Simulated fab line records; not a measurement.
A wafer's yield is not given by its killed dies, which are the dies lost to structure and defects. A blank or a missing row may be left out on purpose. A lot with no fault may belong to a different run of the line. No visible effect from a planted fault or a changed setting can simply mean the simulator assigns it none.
fab line records	flow sky130
[record] lots = 13	wafers = 39	last_day = 50
route steps=708 shown NWELL@34 VT_ADJUST_LVTN@115 VT_ADJUST_HVTR@135
lots untouched by any fault: they come from a run of this same line in which no faults occurred
start_h: hours from the record's first day to the start of the lot's first wafer shown	wait_h: hours since the lot's step before	" the same as in the row above	L1.1+2: a single row standing in for several wafers	- either no value or no given start	* or withheld: withheld	< > ~ a bound
route shown NAME@n: NAME is a module with steps in the file, n the number in the route of the first one	usual: mean/standard deviation of fault-free wafers	same: alike in all rows	chamber/n: place in a boat	sites: per-site readings	_std_site: standard deviation across them	_edge_site: inner sites' mean taken away from outer sites' mean	radius_mm: for every site, how far away it sits from the centre of the wafer	mask NAME#n: copy n	behind: the last tool/chamber to shape the wafer	hold: what put the lot on hold/how long, in hours/how the hold closed	device: the n, p or np transistor that did not switch	end of line: the route-end tests of the same wafers	where a step has no rows: the recipe by itself	killed: the dies lost at the first sort to structure and to defects; this is not the yield of the wafer	map: the dies of a wafer, with x for killed, . for not killed, _ for no die there
set.NAME: the setting the step ran with; set.NAME@STEP: the setting that earlier step ran with	model.NAME: the simulator's own value behind a step, which no gauge read
route steps across a sampled set of lots; one table per step, one row per wafer
services: the hour from which a tool's chamber was out of use, counted from the record's first day as start_h (under 0 if before that day), plus the number of hours and why
[[steps]]
[step SKY_NWELL_THK_MEAS_02]
[recipe] reads = SiO2_of_NWELL_OXIDATION_01
[usual] NWELL_OXIDATION_THK = 9.99/0.23
lot.wafer	tool	chamber	start_h	wait_h	NWELL_OXIDATION_THK[nm]
L252.3	film_metro-02	-	47.23	0.0	9.91
L252.4	"	-	"	"	9.90
L252.6	"	-	"	"	9.87
L253.3	film_metro-02	-	53.18	0.0	9.83
L253.4	"	-	"	"	9.87
L253.5	"	-	"	"	9.97
L256.1	film_metro-03	-	58.95	0.0	9.98
L256.3	"	-	"	"	9.85
L256.4	"	-	"	"	10.08
L259.1	film_metro-02	-	77.44	0.0	10.22
L259.4	"	-	"	"	10.31
L259.5	"	-	"	"	10.33
L260.3	film_metro-03	-	84.22	0.0	9.76
L260.5	"	-	"	"	9.77
L260.6	"	-	"	"	9.97
L263.1	film_metro-04	-	98.28	0.0	10.01
L263.4	"	-	"	"	9.80
L263.5	"	-	"	"	9.88
L265.2	film_metro-03	-	109.22	0.0	10.08
L265.3	"	-	"	"	10.30
L265.4	"	-	"	"	10.38
L266.1	film_metro-03	-	116.33	0.0	10.21
L266.3	"	-	"	"	10.18
L266.6	"	-	"	"	10.24
L268.2	film_metro-02	-	124.15	0.0	10.00
L268.3	"	-	"	"	9.85
L268.6	"	-	"	"	9.99
L269.1	film_metro-03	-	128.38	0.0	9.74
L269.5	"	-	"	"	9.77
L269.6	"	-	"	"	9.76
L272.2	film_metro-03	-	145.93	0.0	10.13
L272.4	"	-	"	"	10.13
L272.5	"	-	"	"	10.17
L273.1	film_metro-02	-	153.28	0.0	10.35
L273.2	"	-	"	"	10.30
L273.4	"	-	"	"	10.20
L274.1	film_metro-03	-	153.28	0.0	10.48
L274.4	"	-	"	"	10.19
L274.5	"	-	"	"	10.22
[step SKY_VT_ADJUST_LVTN_OVL_MEAS_18]
[usual] VT_ADJUST_LVTN_01_OVL = 0.8/1.4
lot.wafer	tool	chamber	start_h	wait_h	VT_ADJUST_LVTN_01_OVL[nm]
L252.3	overlay-02	-	172.67	0.1	1.5
L252.4	"	-	"	"	1.9
L252.6	"	-	"	"	-0.5
L253.3	overlay-02	-	182.22	0.1	1.7
L253.4	"	-	"	"	2.3
L253.5	"	-	"	"	2.8
L256.1	overlay-01	-	189.56	0.1	0.2
L256.3	"	-	"	"	0.7
L256.4	"	-	"	"	3.3
L259.1	overlay-01	-	212.44	0.1	1.9
L259.4	"	-	"	"	2.1
L259.5	"	-	"	"	-0.3
L260.3	overlay-02	-	222.40	0.1	0.6
L260.5	"	-	"	"	0.5
L260.6	"	-	"	"	-0.5
L263.1	overlay-01	-	242.99	0.1	2.7
L263.4	"	-	"	"	-0.2
L263.5	"	-	"	"	-0.6
L265.2	overlay-02	-	255.85	0.1	2.4
L265.3	"	-	"	"	1.3
L265.4	"	-	"	"	2.3
L266.1	overlay-02	-	264.86	0.1	1.7
L266.3	"	-	"	"	1.3
L266.6	"	-	"	"	0.6
L268.2	overlay-01	-	274.52	0.1	1.8
L268.3	"	-	"	"	0.7
L268.6	"	-	"	"	0.7
L269.1	overlay-01	-	280.86	0.1	1.2
L269.5	"	-	"	"	0.9
L269.6	"	-	"	"	0.9
L272.2	overlay-02	-	304.70	0.1	2.8
L272.4	"	-	"	"	4.0
L272.5	"	-	"	"	1.1
L274.1	overlay-02	-	314.04	0.1	2.0
L274.4	"	-	"	"	1.3
L274.5	"	-	"	"	3.4
L273.1	overlay-02	-	314.34	0.1	2.6
L273.2	"	-	"	"	0.1
L273.4	"	-	"	"	0.7
[step SKY_VT_ADJUST_HVTR_EXPOSE_04]
[recipe] mask_id = HVTRM	target_cd_nm = 380	na = 0.6	source_shape = conventional	sigma_outer = 0.6	dose_mj = 150
lot.wafer	tool	chamber	start_h	wait_h	mask
L252.3+4+6	iline_stepper-02	0	205.80	-	HVTRM#0
L253.3+4+5	iline_stepper-02	0	213.61	-	HVTRM#0
L256.1+3+4	iline_stepper-01	0	223.27	-	HVTRM#0
L259.1+4+5	iline_stepper-01	0	247.62	-	HVTRM#0
L260.3+5+6	iline_stepper-02	0	257.95	-	HVTRM#0
L263.1+4+5	iline_stepper-02	0	278.62	-	HVTRM#0
L265.2+3+4	iline_stepper-02	0	291.64	-	HVTRM#0
L266.1+3+6	iline_stepper-02	0	303.05	-	HVTRM#0
L268.2+3+6	iline_stepper-01	0	312.92	-	HVTRM#0
L269.1+5+6	iline_stepper-01	0	318.85	-	HVTRM#0
L272.2+4+5	iline_stepper-01	0	344.60	-	HVTRM#0
L274.1+4+5	iline_stepper-01	0	353.70	-	HVTRM#0
L273.1+2+4	iline_stepper-01	0	353.98	-	HVTRM#0
[step SKY_VT_ADJUST_HVTR_OVL_MEAS_08]
[usual] VT_ADJUST_HVTR_OVL = 0.8/1.5
lot.wafer	tool	chamber	start_h	wait_h	VT_ADJUST_HVTR_OVL[nm]
L252.3	overlay-01	-	216.12	0.1	2.5
L252.4	"	-	"	"	2.7
L252.6	"	-	"	"	-0.8
L253.3	overlay-01	-	225.63	0.1	2.0
L253.4	"	-	"	"	1.1
L253.5	"	-	"	"	1.3
L256.1	overlay-02	-	234.61	0.1	0.5
L256.3	"	-	"	"	-1.1
L256.4	"	-	"	"	-0.6
L259.1	overlay-02	-	259.22	0.1	1.3
L259.4	"	-	"	"	0.9
L259.5	"	-	"	"	0.6
L260.3	overlay-01	-	268.53	0.1	-90.5
L260.5	"	-	"	"	-89.5
L260.6	"	-	"	"	-88.8
L263.1	overlay-02	-	290.46	0.1	-89.8
L263.4	"	-	"	"	-88.9
L263.5	"	-	"	"	-90.3
L265.2	overlay-01	-	304.96	0.1	-91.7
L265.3	"	-	"	"	-90.1
L265.4	"	-	"	"	-91.8
L266.1	overlay-02	-	315.66	0.1	-90.2
L266.3	"	-	"	"	-88.3
L266.6	"	-	"	"	-89.8
L268.2	overlay-01	-	325.22	0.1	0.1
L268.3	"	-	"	"	0.2
L268.6	"	-	"	"	0.7
L269.1	overlay-02	-	332.40	0.1	0.7
L269.5	"	-	"	"	1.2
L269.6	"	-	"	"	0.0
L272.2	overlay-01	-	358.86	0.1	-2.4
L272.4	"	-	"	"	-2.6
L272.5	"	-	"	"	-1.2
L274.1	overlay-02	-	367.82	0.1	-0.6
L274.4	"	-	"	"	-0.9
L274.5	"	-	"	"	0.9
L273.1	overlay-01	-	367.85	0.1	-3.2
L273.2	"	-	"	"	0.2
L273.4	"	-	"	"	-1.2
[step SKY_VT_ADJUST_HVTR_STRIP_10]
[recipe] chemistry = O2/N2	power_w = 1400	pressure_mtorr = 1500	platen_temp_c = withheld	o2_flow_sccm = 3000	n2_flow_sccm = 300	overash_fraction = 0.5
[usual] drypump_motor_current_A = 5.81/0.25	oes_product_au = 0.716/0.0042	strip_time_to_endpoint_s = 14.20/0.039
lot.wafer	tool	chamber	start_h	wait_h	drypump_motor_current_A	oes_product_au	rf_hours_counter_h	strip_time_to_endpoint_s
L252.3	plasma_asher-02	0	216.33	0.1	5.84	0.716	-	14.15
L252.4	"	1	"	"	5.77	0.718	-	14.12
L252.6	"	1	"	"	5.80	0.718	-	14.13
L253.3	plasma_asher-02	1	225.84	0.1	5.72	0.715	-	14.18
L253.4	"	0	"	"	5.87	0.717	-	14.18
L253.5	"	0	"	"	5.86	0.717	-	14.18
L256.1	plasma_asher-04	1	234.80	0.1	6.03	0.717	42	14.22
L256.3	"	0	"	"	5.74	0.718	-	14.19
L256.4	"	1	"	"	6.03	0.719	-	14.18
L259.1	plasma_asher-03	0	259.40	0.1	6.06	0.717	60	14.21
L259.4	"	1	"	"	5.33	0.716	-	14.20
L259.5	"	1	"	"	5.32	0.711	-	14.18
L260.3	plasma_asher-02	0	268.74	0.1	5.85	0.723	-	14.23
L260.5	"	1	"	"	5.73	0.717	-	14.25
L260.6	"	0	"	"	5.84	0.718	-	14.21
L263.1	plasma_asher-03	0	290.65	0.1	6.07	0.716	64	14.13
L263.4	"	0	"	"	6.06	0.714	-	14.14
L263.5	"	1	"	"	5.34	0.717	-	14.15
L265.2	plasma_asher-02	1	305.14	0.1	5.71	0.718	17	14.13
L265.3	"	1	"	"	5.75	0.708	-	14.12
L265.4	"	0	"	"	5.88	0.717	-	14.18
L266.1	plasma_asher-02	0	315.85	0.1	5.84	0.712	18	14.19
L266.3	"	0	"	"	5.86	0.708	-	14.15
L266.6	"	1	"	"	5.74	0.725	-	14.15
L268.2	plasma_asher-02	1	325.40	0.1	5.77	0.718	19	14.24
L268.3	"	1	"	"	5.73	0.719	-	14.20
L268.6	"	1	"	"	5.74	0.720	-	14.25
L269.1	plasma_asher-04	1	332.59	0.1	6.07	0.719	52	14.19
L269.5	"	0	"	"	5.74	0.718	-	14.21
L269.6	"	1	"	"	6.09	0.722	-	14.20
L272.2	plasma_asher-02	1	359.04	0.1	5.76	0.715	22	14.28
L272.4	"	1	"	"	5.75	0.714	-	14.29
L272.5	"	1	"	"	5.77	0.724	-	14.26
L274.1	plasma_asher-04	1	368.00	0.1	6.09	0.711	55	14.22
L274.4	"	1	"	"	6.04	0.709	-	14.22
L274.5	"	0	"	"	5.75	0.727	-	14.24
L273.1	plasma_asher-03	1	368.04	0.1	5.31	0.721	71	14.19
L273.2	"	0	"	"	6.06	0.718	71	14.21
L273.4	"	1	"	"	5.31	0.710	-	14.22
[[services]]
tool	chamber	start_h	hours	kind
plasma_asher-02	-	185.82	7.5	repair
plasma_asher-03	-	219.56	2.9	repair
iline_stepper-02	-	241.43	4.4	pm
iline_stepper-01	-	241.64	3.0	repair
iline_stepper-02	0	263.24	-	calibration
iline_stepper-02	-	306.41	1.7	pm
plasma_asher-03	-	315.93	0.6	repair
iline_stepper-02	-	352.77	2.1	pm
iline_stepper-02	-	354.85	-	consumable_replace:lamp
iline_stepper-01	0	362.97	-	calibration
plasma_asher-04	-	365.22	0.6	repair
[[key]]
[first_sign] step = SKY_VT_ADJUST_HVTR_OVL_MEAS_08	reading = VT_ADJUST_HVTR_OVL	direction = down	sigmas = 63	usual = 0.8	struck = -90.0
effect none on later readings
met_at SKY_VT_ADJUST_HVTR_EXPOSE_04
struck_lots L260,L263,L265,L266
tester_left_out L260,L263,L265,L266
not_acting_at SKY_NWELL_THK_MEAS_02,SKY_VT_ADJUST_LVTN_OVL_MEAS_18,SKY_VT_ADJUST_HVTR_STRIP_10
onset_between 213.61 257.95
[fault] kind = scanner_matching_overlay	tool = iline_stepper-02	chamber = -	onset_h = 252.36	steps = SKY_VT_ADJUST_HVTR_EXPOSE_04	offset = -92.169
// tester_left_out: of these lots the tester's yield and bins aren't shown, on N5 and GAA mostly nor the transistor test; their killed dies are dies lost to structure and defects alone, not to doping, threshold or leakage, so they don't give the yield
